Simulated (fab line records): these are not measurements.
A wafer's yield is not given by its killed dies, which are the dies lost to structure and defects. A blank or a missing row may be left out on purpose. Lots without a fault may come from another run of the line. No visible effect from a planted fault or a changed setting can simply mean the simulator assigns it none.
Which tool was responsible? | flow gf180mcu | 6 lots, 17 wafers sampled, at 3 steps of a route of 602

WHAT THE GAUGES READ, wafer by wafer
GF_M3_CD_MEAS_14: target cd 280 nm.
lot  | measured     | on       | cdNm (nm)
L519 | day 23 01:21 | cdSem-01 | 279.5 279.6 279.2
L521 | day 23 14:31 | cdSem-02 | 261.4 280.5
L524 | day 24 17:58 | cdSem-02 | 282.8 259.2 281.1
L534 | day 27 17:19 | cdSem-02 | 281.1 282.3 283.1
L536 | day 28 11:41 | cdSem-02 | 279.4 279.4 278.5
L538 | day 28 18:52 | cdSem-01 | 278.7 280.0 278.5

EACH LOT AND THE TOOL THAT RAN IT (in order: tool; ch and the chambers of the sampled wafers; start)
lot  | GF_M3_SPUTTER_01            | GF_M3_EXPOSE_11
L519 | pvdSputter-04, day 22 02:04 | krfScanner-01 ch 0, day 22 14:05
L521 | pvdSputter-02, day 22 15:46 | krfScanner-01 ch 0, day 23 03:38
L524 | pvdSputter-04, day 23 20:02 | krfScanner-01 ch 0, day 24 07:29
L534 | pvdSputter-02, day 26 20:50 | krfScanner-01 ch 0, day 27 07:07
L536 | pvdSputter-02, day 27 16:10 | krfScanner-01 ch 0, day 28 02:17
L538 | pvdSputter-01, day 27 23:00 | krfScanner-01 ch 0, day 28 09:18
- GF_M3_SPUTTER_01: material TiN, target thk 30 nm, time 25 s.
- GF_M3_EXPOSE_11: exposes mask Metal3, target cd 280 nm.

THE ANSWER, worked out from the rows above alone
Rule: the usual values come from the lots themselves. The widest of any qualifying gaps counts: lots, ordered by their means at a reading, are off when they make up no more than a third of the lots, leave a main group of 4 or more, and stand apart from it by 3 or more times the standard deviation of that group's means. A main group whose means are all the same, to the digits that the tables above print for the reading, isn't used. Also off: a lot with no number at a reading for which 4 or more lots have one. Where the step has rows for the other lots, those lots are counted as sound.
Off, at GF_M3_CD_MEAS_14 on cdNm: L521, L524. For the main group the mean is 279.9 nm and the standard deviation 1.3.
If a tool, at a process step before that reading, ran all the lots that are off and no sound lot after the first of them, it fits. Those tools and the gauges at GF_M3_CD_MEAS_14 are tried in the same way. Of those tried, none fits.

WHAT HAD BEEN PUT IN BY THE SIMULATOR
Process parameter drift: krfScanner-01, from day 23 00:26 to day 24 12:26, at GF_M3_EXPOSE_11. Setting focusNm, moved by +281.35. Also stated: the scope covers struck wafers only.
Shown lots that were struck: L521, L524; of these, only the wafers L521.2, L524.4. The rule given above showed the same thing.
